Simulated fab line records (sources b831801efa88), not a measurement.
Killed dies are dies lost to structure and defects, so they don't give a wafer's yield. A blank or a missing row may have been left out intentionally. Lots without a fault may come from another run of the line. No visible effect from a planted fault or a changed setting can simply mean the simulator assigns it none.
Tool commonality check	flow sky130	39 wafers sampled across 12 lots

## THE REASON FOR OPENING IT
SKY_LDD_HVP_TW_MEAS_10, reading LDD_HVP_TW: flagged on 1 of 12 lots. Wafers without a fault read 462, standard deviation 3.3.
Rule: a lot gets a flag if all its wafers with a number sit over 4 standard deviations from that mean, or if no wafer of it has a number. All remaining lots are regarded as sound.

lot	measured	on	LDD_HVP_TW, wafer by wafer	flag
L293	day 22 09:56	film_metro-01	461 460 461	
L294	day 22 15:13	film_metro-01	457 457 457	
L295	day 23 03:41	film_metro-01	457 460 462	
L298	day 24 14:55	film_metro-03	31 31 30 31 31 31	FLAGGED
L299	day 24 15:59	film_metro-02	464 468 463	
L302	day 25 10:56	film_metro-02	461 462 463	
L307	day 28 12:50	film_metro-01	456 458 456	
L309	day 28 13:46	film_metro-02	465 462 466	
L308	day 28 14:04	film_metro-03	463 464 462	
L310	day 28 14:57	film_metro-01	457 457 456	
L312	day 28 23:17	film_metro-03	464 465 463	
L313	day 29 05:07	film_metro-01	457 459 461	
The numbers of the flagged lots are 31 on average: -431 against the usual, or -99 or more standard deviations.

## TOOL THAT RAN EACH LOT
The record holds 1 process step before the reading, out of a route of 708 steps. Cell contents, in order: the tool; ch with the chambers the sampled wafers went through; the start.
lot	flag	SKY_LDD_HVP_EXPOSE_04
L293		iline_stepper-01 ch 0, day 21 19:41
L294		iline_stepper-01 ch 0, day 22 00:47
L295		iline_stepper-02 ch 0, day 22 12:21
L298	FLAGGED	iline_stepper-01 ch 0, day 23 23:40
L299		iline_stepper-01 ch 0, day 24 00:16
L302		iline_stepper-02 ch 0, day 24 20:22
L307		iline_stepper-01 ch 0, day 27 22:57
L309		iline_stepper-01 ch 0, day 28 00:16
L308		iline_stepper-02 ch 0, day 28 00:57
L310		iline_stepper-02 ch 0, day 28 01:26
L312		iline_stepper-01 ch 0, day 28 09:34
L313		iline_stepper-02 ch 0, day 28 14:32
These steps, and what they do:
- SKY_LDD_HVP_EXPOSE_04: exposes mask HVPTM, target cd 700 nm.
- SKY_LDD_HVP_TW_MEAS_10

## FLAGGED AGAINST TOTAL, ONE TOOL AT A TIME (gauges that did the reading follow at the end)
step	tool	lots run	flagged	share of the flagged lots	sound lots run after its first flagged lot
SKY_LDD_HVP_EXPOSE_04	iline_stepper-01	7	1	all	4 (L299,L307,L309,L312)
SKY_LDD_HVP_EXPOSE_04	iline_stepper-02	5	0	none	-
SKY_LDD_HVP_TW_MEAS_10	film_metro-01	6	0	none	-
SKY_LDD_HVP_TW_MEAS_10	film_metro-02	3	0	none	-
SKY_LDD_HVP_TW_MEAS_10	film_metro-03	3	1	all	2 (L308,L312)

## THE TABLE: WHAT IT ALLOWS
iline_stepper-01 at SKY_LDD_HVP_EXPOSE_04 and film_metro-03 at SKY_LDD_HVP_TW_MEAS_10 are the 2 rows of the table that ran each flagged lot.
- iline_stepper-01 at SKY_LDD_HVP_EXPOSE_04: 1 of its 7 lots flagged. Lots that were sound ran on it after the first flagged one (L299, L307, L309, L312); a persistent fault on the entire tool would not allow that.
- film_metro-03 at SKY_LDD_HVP_TW_MEAS_10: 1 of its 3 lots flagged. Lots that were sound ran on it after the first flagged one (L308, L312); a persistent fault on the entire tool would not allow that.
There is no row in the table that ran each flagged lot and no sound lot after the first.

## WHAT THE SIMULATOR HAD PUT IN
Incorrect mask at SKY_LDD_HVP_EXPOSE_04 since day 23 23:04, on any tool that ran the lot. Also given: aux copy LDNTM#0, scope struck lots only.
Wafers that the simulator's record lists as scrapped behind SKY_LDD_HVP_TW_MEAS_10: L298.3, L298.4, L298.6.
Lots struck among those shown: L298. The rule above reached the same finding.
